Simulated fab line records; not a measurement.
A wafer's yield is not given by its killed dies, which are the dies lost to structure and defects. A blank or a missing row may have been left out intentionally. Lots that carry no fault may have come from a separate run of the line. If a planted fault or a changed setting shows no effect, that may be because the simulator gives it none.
Commonality check across tools -- flow sky130 -- 39 wafers sampled across 13 lots

== REASON FOR OPENING ==
1 of 13 lots carry a flag on the reading VT_ADJUST_LVTN_TW at SKY_VT_ADJUST_LVTN_TW_MEAS_10. Fault-free wafers read 242.5, with a standard deviation of 2.6.
Rule: a lot is flagged in two cases, either no wafer of it has a number, or all its wafers with numbers fall more than 4 standard deviations from that mean. The rest of the lots are taken to be sound.

lot,measured,on,"VT_ADJUST_LVTN_TW, wafer by wafer",flag
L305,day 7 05:18,film-metro-04,241.7 242.2 241.0,
L308,day 7 23:32,film-metro-03,30.7 30.8 30.6,FLAGGED
L309,day 8 03:10,film-metro-01,238.6 239.1 238.6,
L311,day 9 01:17,film-metro-04,243.1 241.3 243.9,
L316,day 10 18:01,film-metro-04,242.1 242.7 243.4,
L318,day 10 21:52,film-metro-01,239.4 239.3 239.1,
L319,day 11 01:08,film-metro-03,244.7 244.2 245.7,
L320,day 11 08:03,film-metro-01,239.1 238.7 239.7,
L321,day 11 16:47,film-metro-03,244.0 245.9 244.7,
L322,day 11 17:09,film-metro-04,241.8 243.3 244.2,
L324,day 12 07:03,film-metro-04,241.7 242.4 241.8,
L325,day 12 13:20,film-metro-04,241.3 242.6 241.8,
L327,day 13 12:55,film-metro-04,241.7 242.6 242.7,
The numbers of the flagged lots are 30.7 on average: -211.8 against the usual, or -81 standard deviations.

== TOOL THAT RAN EACH LOT ==
The record keeps 1 process step preceding the reading, out of 708 steps on the route. In each cell: the tool, then ch and the chambers that the sampled wafers went through, then the start.
lot,flag,SKY_VT_ADJUST_LVTN_EXPOSE_04
L305,,"iline-stepper-01 ch 0, day 6 19:10"
L308,FLAGGED,"iline-stepper-02 ch 0, day 7 13:28"
L309,,"iline-stepper-02 ch 0, day 7 17:16"
L311,,"iline-stepper-02 ch 0, day 8 14:38"
L316,,"iline-stepper-01 ch 0, day 10 06:41"
L318,,"iline-stepper-01 ch 0, day 10 09:48"
L319,,"iline-stepper-02 ch 0, day 10 13:46"
L320,,"iline-stepper-01 ch 0, day 10 20:59"
L321,,"iline-stepper-02 ch 0, day 11 05:26"
L322,,"iline-stepper-02 ch 0, day 11 06:04"
L324,,"iline-stepper-01 ch 0, day 11 18:59"
L325,,"iline-stepper-02 ch 0, day 12 01:02"
L327,,"iline-stepper-02 ch 0, day 13 00:17"
These steps, and what they do:
- SKY_VT_ADJUST_LVTN_EXPOSE_04: exposes mask NWM COMPLEMENT LESS NATIVE, target cd 840 nm.
- SKY_VT_ADJUST_LVTN_TW_MEAS_10

== FLAGGED AGAINST TOTAL, ONE TOOL AT A TIME (gauges that did the reading follow at the end) ==
step,tool,lots run,flagged,share of the flagged lots,sound lots run after its first flagged lot
SKY_VT_ADJUST_LVTN_EXPOSE_04,iline-stepper-01,5,0,none,-
SKY_VT_ADJUST_LVTN_EXPOSE_04,iline-stepper-02,8,1,all,"7 (L309,L311,L319,L321,L322,L325,L327)"
SKY_VT_ADJUST_LVTN_TW_MEAS_10,film-metro-01,3,0,none,-
SKY_VT_ADJUST_LVTN_TW_MEAS_10,film-metro-03,3,1,all,"2 (L319,L321)"
SKY_VT_ADJUST_LVTN_TW_MEAS_10,film-metro-04,7,0,none,-

== WHAT THE TABLE PERMITS ==
Rows of the table that ran all the flagged lots, 2 in number: iline-stepper-02 at SKY_VT_ADJUST_LVTN_EXPOSE_04; film-metro-03 at SKY_VT_ADJUST_LVTN_TW_MEAS_10.
- iline-stepper-02 at SKY_VT_ADJUST_LVTN_EXPOSE_04 ran 8 lots, 1 of them flagged. Sound lots ran on it after the first flagged one (L309, L311, L319, L321, L322, L325, L327), which a lasting fault on the whole tool wouldn't allow.
- film-metro-03 at SKY_VT_ADJUST_LVTN_TW_MEAS_10 ran 3 lots, 1 of them flagged. Sound lots ran on it after the first flagged one (L319, L321), which a lasting fault on the whole tool wouldn't allow.
None of the table's rows ran every flagged lot and, after the first, no sound lot.

== WHAT HAD BEEN PUT IN BY THE SIMULATOR ==
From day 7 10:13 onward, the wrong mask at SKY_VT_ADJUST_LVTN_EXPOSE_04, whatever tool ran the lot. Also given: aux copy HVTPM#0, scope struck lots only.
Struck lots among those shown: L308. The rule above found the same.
